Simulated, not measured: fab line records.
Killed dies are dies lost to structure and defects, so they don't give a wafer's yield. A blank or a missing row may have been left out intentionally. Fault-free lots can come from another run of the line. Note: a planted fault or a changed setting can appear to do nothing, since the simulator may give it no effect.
A lot that was struck, set against a sound lot | flow gf180mcu | 15 steps out of a route of 602
Sound: the wafers L417.1, L417.2, L417.3. Wafers L436.3, L436.4, L436.5 were the ones struck. The cause comes at the end.
Each step with rows lists, per side, the tool, then ch with its chambers, then its first start. Under that, the readings that differ: sound wafers | struck wafers | difference of the means | sigmas: that difference in standard deviations of wafers without a fault.
alike: words and numbers the same on both sides, and readings whose means are apart by under 2 such deviations; not compared: readings that were withheld, readings missing a value for some wafer, numbers with overlapping values and no deviation given by the record, and bounds like >300 which may hide the same value.
A row with sigmas, a row that says differs or no value, or rows on one side alone: a step with any of these is where the two part. Non-overlapping numbers with no deviation appear without sigmas and do not part them. A reading missing from all wafers of one side parts the sides only when that side holds two or more wafers.

GF_CONTACT_THK_MEAS_26: measures by xrf.
  sound on filmMetro-02, day 16 22:10; struck on filmMetro-04, day 23 14:57
  alike: CONTACT_W_THK
GF_CONTACT_CMP_27: polishes, stops on SiO2, t overpolish 15 s, target thk 0 nm.
  sound on cmp-01 ch 1,2,3, day 16 22:23; struck on cmp-02 ch 1,3, day 23 14:59
  alike: motorCurrentA, overpolishRunS, retainingRingPressureFrac, timeToEndpointS
GF_M1_SPUTTER_00: material Ti, target thk 37.5 nm, time 150 s.
  sound on pvdSputter-04, day 16 22:41; struck on pvdSputter-02, day 23 15:17
  alike: chamberPressurePa, throttleValvePct
GF_M1_SPUTTER_01: material TiN, target thk 30 nm, time 25 s.
  sound on pvdSputter-04, day 16 22:47; struck on pvdSputter-02, day 23 15:23
  alike: chamberPressurePa, throttleValvePct
GF_M1_SPUTTER_02: material AlCu, target thk 450 nm, time 23.9 s.
  sound on pvdSputter-04, day 16 22:49; struck on pvdSputter-02, day 23 15:25
  alike: chamberPressurePa, throttleValvePct
GF_M1_SPUTTER_03: material Ti, target thk 10 nm, time 6.7 s.
  sound on pvdSputter-04, day 16 22:51; struck on pvdSputter-02, day 23 15:27
  alike: chamberPressurePa, throttleValvePct
then, 1 step without rows for these wafers: GF_M1_SPUTTER_04 (material TiN, target thk 50 nm, time 41.7 s).
GF_M1_RS_MEAS_05: uses a four-point probe to measure.
  sound on filmMetro-03, day 16 22:55; struck on filmMetro-03, day 23 15:33
  alike: M1_ALCU_RS
GF_M1_THK_MEAS_06: measures by xrf.
  sound on filmMetro-03, day 16 23:02; struck on filmMetro-03, day 23 15:39
  alike: M1_ALCU_THK
then, 3 steps without rows for these wafers: GF_M1_DEHYDRATE_07 (time 60 s); GF_M1_HMDS_08 (prime time 60 s); GF_M1_COAT_09 (resist thk 1000 nm).
GF_M1_SOFTBAKE_10: time 60 s.
  sound on lithoTrack-02 ch 0, day 17 09:38; struck on lithoTrack-01 ch 0, day 24 02:56
reading        | sound             | struck             | difference | sigmas
runLengthS (s) | 88.88 88.94 88.81 | 100.21 99.83 99.95 | +11.12     | +43
then, 1 step without rows for these wafers: GF_M1_EXPOSE_11 (exposes mask Metal1, target cd 230 nm).
-- the record jumps here: 11 days lie between the struck wafers' starts before and after (it left off in module M1 and takes up again in module PASSIVATION, whose first step shown is number 602 of the route) --
GF_PASSIVATION_PROBE_99:
  record: rows for the struck wafers here (prober-02, day 34 15:58), none for the sound ones

## WHERE THEY PART
Last at GF_PASSIVATION_PROBE_99 as far as this record goes, first at GF_M1_SOFTBAKE_10.

WHY: whatever the simulator had introduced
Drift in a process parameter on lithoTrack-01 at GF_M1_SOFTBAKE_10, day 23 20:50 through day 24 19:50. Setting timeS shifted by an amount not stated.
